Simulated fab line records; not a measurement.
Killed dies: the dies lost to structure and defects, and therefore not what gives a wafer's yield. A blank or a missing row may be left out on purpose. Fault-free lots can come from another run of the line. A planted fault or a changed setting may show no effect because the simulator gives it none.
Comparing a struck lot with a sound one	flow sky130	16 out of 708 route steps
Sound: these wafers, L310.2, L310.3, L310.6. Wafers struck: L302.2, L302.3, L302.5. The cause comes at the end.
For every step that has rows: the tool of each side, followed by ch and its chambers, followed by its first start. Under that, the readings that differ: sound wafers	struck wafers	difference of the means	sigmas: that difference in standard deviations of wafers without a fault.
alike: readings whose means differ by less than 2 such deviations, and words and numbers that are the same on both sides. not compared: withheld readings, readings that some wafer has no value for, bounds like >300 that may hide the same value, and numbers for which the record gives no deviation and whose values overlap.
A row with sigmas, a row that says differs or no value, or rows on one side alone: a step with any of these is where the two part. Numbers that have no deviation but don't overlap get no sigmas and don't part them. A reading missing from all wafers of one side parts the sides only when that side holds two or more wafers.

first, 8 steps without rows for these wafers: SKY_CONTACT_DEHYDRATE_06 (time 60 s); SKY_CONTACT_HMDS_07 (prime time 60 s); SKY_CONTACT_COAT_08 (resist thk 60 nm); SKY_CONTACT_COAT_09 (resist thk 450 nm); SKY_CONTACT_SOFTBAKE_10 (time 90 s); SKY_CONTACT_EXPOSE_11 (exposes mask CTM1, target cd 170 nm); SKY_CONTACT_PEB_12; SKY_CONTACT_DEVELOP_13 (develop time 60 s).
SKY_CONTACT_CD_MEAS_14: the cd target is 170 nm.
  sound: cd-sem-02 at day 38 10:55; struck: cd-sem-01 at day 35 20:18
reading	sound	struck	difference	sigmas
cd-nm (nm)	172.3 172.0 172.4	168.8 169.5 167.8	-3.5	-2
SKY_CONTACT_OVL_MEAS_15:
  sound: overlay-01 at day 38 11:01; struck: overlay-01 at day 35 20:25
  alike: CONTACT_OVL
SKY_CONTACT_ETCH_16: etches BARC in N2/H2, stops on SiO2, time 45.9 s, target depth 60 nm.
  sound on rie-diel-04 ch 0,1,2, day 38 11:02; struck on rie-diel-01 ch 0,1, day 35 20:26
  alike: bias-w, chamber-pressure-mTorr, drypump-motor-current-A, oes-product-au, rf-fwd-power-W, throttle-valve-pct
  not compared: rf-hours-counter-h
SKY_CONTACT_ETCH_17: etches SiO2 in C4F8/O2/Ar, stops on Si3N4, target depth 340 nm.
  sound on rie-diel-04 ch 0,1,2, day 38 11:05; struck on rie-diel-01 ch 0,1, day 35 20:29
  alike: bias-w, chamber-pressure-mTorr, oes-product-au, rf-fwd-power-W
SKY_CONTACT_ETCH_18: etches Si3N4 in CHF3/O2, stops on TiN, time 39 s, target depth 75 nm.
  sound on rie-diel-04 ch 0,1,2, day 38 11:00; struck on rie-diel-01 ch 0,1, day 35 20:00
  no value came back on the struck wafers for any of 6 readings (O2_flow_sccm (sccm), bias-w (W) and others); on the sound wafers O2_flow_sccm (sccm) reads 5.006 4.988 5.013
reading	sound	struck	difference	sigmas
model.KrF-thick_of_CONTACT_COAT_09.thk-nm (nm)	245.3 246.1 244.4	323.9 330.2 325.7	+81.3	
  not compared: rf-hours-counter-h
SKY_CONTACT_STRIP_19: strips in O2/N2.
  sound on plasma-asher-03 ch 0,1, day 38 11:11; struck on plasma-asher-04 ch 1, day 35 20:34
reading	sound	struck	difference	sigmas
oes-product-au (a.u.)	0.378 0.374 0.382	0.412 0.410 0.423	+0.037	+8
strip-time-to-endpoint-s (s)	3.65 3.64 3.63	4.49 4.53 4.50	+0.87	+22
  alike: drypump-motor-current-A
  not compared: rf-hours-counter-h
then, 1 step without rows for these wafers: SKY_CONTACT_STRIP_20 (strips in post etch residue remover, time 1200 s).
-- the record jumps here: 13 days lie between the struck wafers' starts before and after (it left off in module CONTACT and takes up again in module PAD_OPEN, whose first step shown is number 708 of the route) --
SKY_PAD_OPEN_PROBE_99:
  record: rows for the struck wafers here (prober-02, day 48 23:02), none for the sound ones

## WHERE THEY PART
Last at SKY_PAD_OPEN_PROBE_99 as far as this record goes, first at SKY_CONTACT_CD_MEAS_14.

WHY: whatever the simulator had introduced
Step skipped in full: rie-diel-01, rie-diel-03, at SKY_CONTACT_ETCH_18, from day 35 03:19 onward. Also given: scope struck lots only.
